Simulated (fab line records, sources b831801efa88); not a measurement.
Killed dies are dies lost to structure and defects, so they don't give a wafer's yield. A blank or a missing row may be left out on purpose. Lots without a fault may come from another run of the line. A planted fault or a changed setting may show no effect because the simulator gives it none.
Tool commonality check | flow gf180mcu | 10 lots, 30 wafers sampled

WHY IT WAS OPENED
At GF_PSD_RS_MEAS_14 the reading NSD_RS is flagged on 2 of 10 lots. Wafers without a fault read 46.14 ohm/sq, standard deviation 0.085.
Rule: a lot is flagged when every wafer of it that has a number lies more than 4 standard deviations from that mean, or none has a number. The other lots count as sound.

lot  | measured     | on            | NSD_RS (ohm/sq), wafer by wafer | flag
L742 | day 14 03:44 | film_metro-03 | 46.10 46.13 46.12               |
L746 | day 15 18:21 | film_metro-01 | 46.15 46.15 46.13               |
L748 | day 16 19:32 | film_metro-04 | 46.17 46.23 46.21               |
L751 | day 17 10:34 | film_metro-03 | 46.03 46.03 46.03               |
L754 | day 18 11:38 | film_metro-04 | 46.16 46.09 45.95               |
L755 | day 19 01:05 | film_metro-01 | 46.00 46.13 46.03               |
L759 | day 20 04:46 | film_metro-04 | 46.16 46.29 46.19               |
L760 | day 20 12:13 | film_metro-04 | 44.56 44.53 44.53               | FLAGGED
L761 | day 20 20:16 | film_metro-03 | 44.55 44.60 44.62               | FLAGGED
L763 | day 21 18:08 | film_metro-04 | 46.04 46.34 46.22               |
The numbers of the flagged lots are 44.56 ohm/sq on average: -1.58 ohm/sq against the usual, or -19 standard deviations.

WHICH TOOL RAN EACH LOT
The record holds 3 process steps before the reading, out of a route of 602 steps. In each cell: the tool, then ch and the chambers that the sampled wafers went through, then the start.
lot  | flag    | GF_HV_LDD_STRIP_37                   | GF_NSD_IMPLANT_09               | GF_NSD_STRIP_11
L742 |         | plasma_asher-03 ch 0,1, day 11 14:03 | implanter-04 ch 0, day 13 07:23 | plasma_asher-02 ch 0,1, day 13 07:41
L746 |         | plasma_asher-04 ch 0,1, day 12 23:22 | implanter-02 ch 0, day 14 20:05 | plasma_asher-02 ch 0,1, day 14 20:23
L748 |         | plasma_asher-01 ch 0,1, day 13 21:16 | implanter-04 ch 0, day 15 20:20 | plasma_asher-01 ch 0,1, day 15 20:38
L751 |         | plasma_asher-01 ch 0,1, day 14 12:10 | implanter-02 ch 0, day 16 11:16 | plasma_asher-02 ch 0,1, day 16 11:33
L754 |         | plasma_asher-04 ch 0,1, day 15 12:05 | implanter-04 ch 0, day 17 11:45 | plasma_asher-01 ch 0,1, day 17 12:02
L755 |         | plasma_asher-04 ch 0,1, day 15 23:35 | implanter-01 ch 0, day 18 00:14 | plasma_asher-01 ch 0,1, day 18 00:32
L759 |         | plasma_asher-01 ch 1, day 17 00:53   | implanter-02 ch 0, day 19 03:43 | plasma_asher-04 ch 1, day 19 03:59
L760 | FLAGGED | plasma_asher-04 ch 0,1, day 17 08:02 | implanter-04 ch 0, day 19 11:25 | plasma_asher-01 ch 0,1, day 19 11:41
L761 | FLAGGED | plasma_asher-01 ch 0,1, day 17 17:44 | implanter-04 ch 0, day 19 19:40 | plasma_asher-02 ch 0,1, day 19 19:56
L763 |         | plasma_asher-01 ch 0,1, day 18 14:13 | implanter-02 ch 0, day 20 17:35 | plasma_asher-01 ch 0,1, day 20 17:53
What these steps do:
- GF_HV_LDD_STRIP_37: strips in O2/N2.
- GF_NSD_IMPLANT_09
- GF_NSD_STRIP_11: strips in O2/N2.
- GF_PSD_RS_MEAS_14: measures by four-point-probe.

FLAGGED OVER TOTAL, TOOL BY TOOL (the gauges that took the reading come last)
step               | tool            | lots run | flagged | share of the flagged lots | sound lots run after its first flagged lot
GF_HV_LDD_STRIP_37 | plasma_asher-01 | 5        | 1       | some                      | 1 (L763)
GF_HV_LDD_STRIP_37 | plasma_asher-03 | 1        | 0       | none                      | -
GF_HV_LDD_STRIP_37 | plasma_asher-04 | 4        | 1       | some                      | 0
GF_NSD_IMPLANT_09  | implanter-01    | 1        | 0       | none                      | -
GF_NSD_IMPLANT_09  | implanter-02    | 4        | 0       | none                      | -
GF_NSD_IMPLANT_09  | implanter-04    | 5        | 2       | all                       | 0
GF_NSD_STRIP_11    | plasma_asher-01 | 5        | 1       | some                      | 1 (L763)
GF_NSD_STRIP_11    | plasma_asher-02 | 4        | 1       | some                      | 0
GF_NSD_STRIP_11    | plasma_asher-04 | 1        | 0       | none                      | -
GF_PSD_RS_MEAS_14  | film_metro-01   | 2        | 0       | none                      | -
GF_PSD_RS_MEAS_14  | film_metro-03   | 3        | 1       | some                      | 0
GF_PSD_RS_MEAS_14  | film_metro-04   | 5        | 1       | some                      | 1 (L763)

WHAT THE TABLE ALLOWS
1 row of the table ran every flagged lot: implanter-04 at GF_NSD_IMPLANT_09.
- implanter-04 at GF_NSD_IMPLANT_09: 2 of its 5 lots flagged. Its last sound lot is L754 (day 17 11:45), its first flagged lot L760 (day 19 11:25): a fault that began between those two fits. Its own readings lie more than 4 standard deviations out on every wafer of the flagged lots: beam_on_s, dose_ions_cm2.
One tool is left: implanter-04 at GF_NSD_IMPLANT_09.

WHAT THE SIMULATOR HAD PUT IN
Process parameter drift: implanter-04, from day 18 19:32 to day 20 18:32, at GF_NSD_IMPLANT_09. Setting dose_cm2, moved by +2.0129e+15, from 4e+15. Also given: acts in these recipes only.
Lots struck among those shown: L760, L761. The rule above found the same.
